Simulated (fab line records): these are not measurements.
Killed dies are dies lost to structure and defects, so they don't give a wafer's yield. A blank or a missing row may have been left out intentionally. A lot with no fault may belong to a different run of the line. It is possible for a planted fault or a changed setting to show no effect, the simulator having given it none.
A single fault, viewed from 2 desks :: flow gf180mcu :: only its own numbers are on each desk; what lay behind them is given at the end

## METROLOGY DESK
What the gauges read for every lot (on any tool): the sampled wafers with a number, averaged. Any lot whose mean is over 4 standard deviations away from the usual mean is out of limits and marked OUT; that distance is given in the brackets.
Columns: A = MVSD_RS at GF_VT_IMPLANT_RS_MEAS_46, usual 456.6 ohm/sq; B = cd_nm at GF_POLY_GATE_CD_MEAS_10, usual 280.1 nm
lot: L848
first seen here: day 7 13:22
A: 456.5
B: 280.1

lot: L849
first seen here: day 7 20:49
A: 457.2
B: 280.4

lot: L850
first seen here: day 8 04:22
A: 456.0
B: 279.3

lot: L851
first seen here: day 8 09:44
A: 457.6
B: 279.7

lot: L852
first seen here: day 8 16:01
A: 456.4
B: 282.3

lot: L853
first seen here: day 8 22:47
A: 457.4
B: 277.9

lot: L854
first seen here: day 9 05:38
A: 456.3
B: 278.8

lot: L855
first seen here: day 9 14:46
A: 456.4
B: 280.4

lot: L856
first seen here: day 9 22:18
A: 455.9
B: 281.8

lot: L857
first seen here: day 10 05:35
A: 457.6
B: 278.6

lot: L863
first seen here: day 11 21:19
A: 456.7
B: 278.6

lot: L865
first seen here: day 12 08:02
A: 457.5
B: 280.1
Finding of this desk: none of the 12 lots has anything out of limits.

## AT THE TOOL OWNER'S DESK: rie_si-02
The tool's own readings at GF_POLY_GATE_ETCH_13 (etches poly-Si in HBr/Cl2, stops on SiO2, target depth 198.5 nm, time 69.6 s): means of the sampled wafers that have a number, for each lot that ran on this tool. Any lot whose mean is over 4 standard deviations away from the usual mean is out of limits and marked OUT; that distance is given in the brackets.
Columns: A = bias_w at GF_POLY_GATE_ETCH_13, usual 100.0 W; B = drypump_motor_current_A at GF_POLY_GATE_ETCH_13, usual 5.8 A; C = oes_product_au at GF_POLY_GATE_ETCH_13, usual 0.991 a.u.; D = run_length_s at GF_POLY_GATE_ETCH_13, usual 97.7 s; E = throttle_valve_pct at GF_POLY_GATE_ETCH_13, usual 33.684 %
lot: L848
first seen here: day 9 06:32
A: 100.0
B: 5.5
C: 0.984
D: 97.5
E: 33.680

lot: L849
first seen here: day 9 13:40
A: 100.1
B: 6.0
C: 0.991
D: 97.7
E: 33.689

lot: L853
first seen here: day 10 17:22
A: 100.1
B: 5.5
C: 0.985
D: 97.4
E: 33.690

lot: L854
first seen here: day 10 23:20
A: 100.3
B: 5.1
C: 0.988
D: 97.8
E: 33.677

lot: L856
first seen here: day 11 17:56
A: 99.9
B: 5.9
C: 0.989
D: 97.7
E: 33.695

lot: L857
first seen here: day 12 00:19
A: 100.0
B: 5.5
C: 0.992
D: 97.7
E: 33.689

lot: L863
first seen here: day 13 18:37
A: 100.0
B: 6.0
C: 0.986
D: 89.1 (-25) OUT
E: 33.687

lot: L865
first seen here: day 14 05:40
A: 100.2
B: 6.0
C: 0.995
D: 80.7 (-50) OUT
E: 33.690
This desk's finding: out of limits on L863, L865; first on L863, day 13 18:37 (run_length_s at GF_POLY_GATE_ETCH_13). L848, L849, L853, L854, L856, L857: within limits.

## TAKEN TOGETHER
On L863, L865, at day 13 18:37, an alarm was possible from the tool owner's desk.
From the metrology desk's view, nothing was out of limits.
The metrology desk holds a record of L863, L865, inside its limits.
On rie_si-02, each named lot ran GF_POLY_GATE_ETCH_13.

## WHAT THE SIMULATOR HAD PUT IN
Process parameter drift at GF_POLY_GATE_ETCH_13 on rie_si-02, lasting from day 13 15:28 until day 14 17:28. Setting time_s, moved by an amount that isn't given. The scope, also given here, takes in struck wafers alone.
Struck lots among those shown: L863, L865.
Hours from the fault's start to each desk's first reading out of limits: the tool owner's desk, 3.
